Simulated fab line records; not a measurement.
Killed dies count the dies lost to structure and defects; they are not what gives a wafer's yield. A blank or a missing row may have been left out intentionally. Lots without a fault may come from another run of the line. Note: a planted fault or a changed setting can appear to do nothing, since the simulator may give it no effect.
Comparing a struck lot with a sound one ; flow sky130 ; 14 steps out of a route of 708
Sound: the wafers L600.1, L600.4, L600.6. Wafers L596.3, L596.5, L596.6 were the ones struck. The cause is given at the end.
Each step with rows lists, per side, the tool, then ch with its chambers, then its first start. Under that, the readings that differ: sound wafers ; struck wafers ; difference of the means ; sigmas: that difference in standard deviations of wafers without a fault.
alike: same words and numbers on both sides, and readings whose means sit less than 2 such deviations apart. not compared: any withheld reading, any reading some wafer has no value for, any bound like >300 that may hide the same value, and any number with overlapping values for which the record gives no deviation.
The two part at a step that has a row with sigmas, a row that says differs or no value, or rows on one side only. Numbers that don't overlap but have no deviation are shown without sigmas and don't part them. Lack of a reading on every wafer of one side parts them only where that side has two or more wafers.

first, 1 step without rows for these wafers: SKY_VT_ADJUST_NCORE_DEVELOP_06 (develop time 60 s).
SKY_VT_ADJUST_NCORE_CD_MEAS_07: target cd 380 nm.
  sound on cd-sem-01, day 13 17:23; struck on cd-sem-01, day 12 08:50
  alike: cd-nm
SKY_VT_ADJUST_NCORE_OVL_MEAS_08:
  sound on overlay-01, day 13 17:30; struck on overlay-02, day 12 08:56
  alike: VT_ADJUST_NCORE_OVL
following that, these wafers have no rows for 1 step: SKY_VT_ADJUST_NCORE_IMPLANT_09.
SKY_VT_ADJUST_NCORE_STRIP_10: strips in O2/N2.
  sound on plasma-asher-04 ch 1, day 13 17:41; struck on plasma-asher-03 ch 0,1, day 12 09:08
reading;sound;struck;difference;sigmas
drypump-motor-current-A (A);6.5 6.5 6.5;4.7 5.9 4.7;-1.4;-2
  alike: oes-product-au, strip-time-to-endpoint-s
  not compared: rf-hours-counter-h
SKY_VT_ADJUST_NCORE_TW_MEAS_11:
  sound on film-metro-04, day 13 17:47; struck on film-metro-04, day 12 09:14
  alike: VT_ADJUST_NCORE_TW
then, 6 steps without rows for these wafers: SKY_VT_ADJUST_HVTR_DEHYDRATE_00 (time 60 s); SKY_VT_ADJUST_HVTR_HMDS_01 (prime time 60 s); SKY_VT_ADJUST_HVTR_COAT_02 (resist thk 1140 nm); SKY_VT_ADJUST_HVTR_SOFTBAKE_03 (time 60 s); SKY_VT_ADJUST_HVTR_EXPOSE_04 (exposes mask HVTRM, target cd 380 nm); SKY_VT_ADJUST_HVTR_PEB_05.
SKY_VT_ADJUST_HVTR_DEVELOP_06: develop time 60 s.
  struck on litho-track-04, day 13 09:11; sound on litho-track-03 ch 0, day 14 17:23
  no value came back on the struck wafers for chill-plate-temp-C (C), develop-time-s (s); on the sound wafers chill-plate-temp-C (C) reads 23.10 23.06 23.07
SKY_VT_ADJUST_HVTR_CD_MEAS_07: target cd 380 nm.
  sound on cd-sem-02, day 14 17:32; struck on cd-sem-02, day 13 09:19
reading;sound;struck;difference;sigmas
cd-nm (nm);379.9 382.9 380.1;- - -;no value on the struck wafers;

## WHERE THEY PART
At SKY_VT_ADJUST_NCORE_STRIP_10 first; at SKY_VT_ADJUST_HVTR_CD_MEAS_07 last (within this record only).

WHY: what had been put in by the simulator
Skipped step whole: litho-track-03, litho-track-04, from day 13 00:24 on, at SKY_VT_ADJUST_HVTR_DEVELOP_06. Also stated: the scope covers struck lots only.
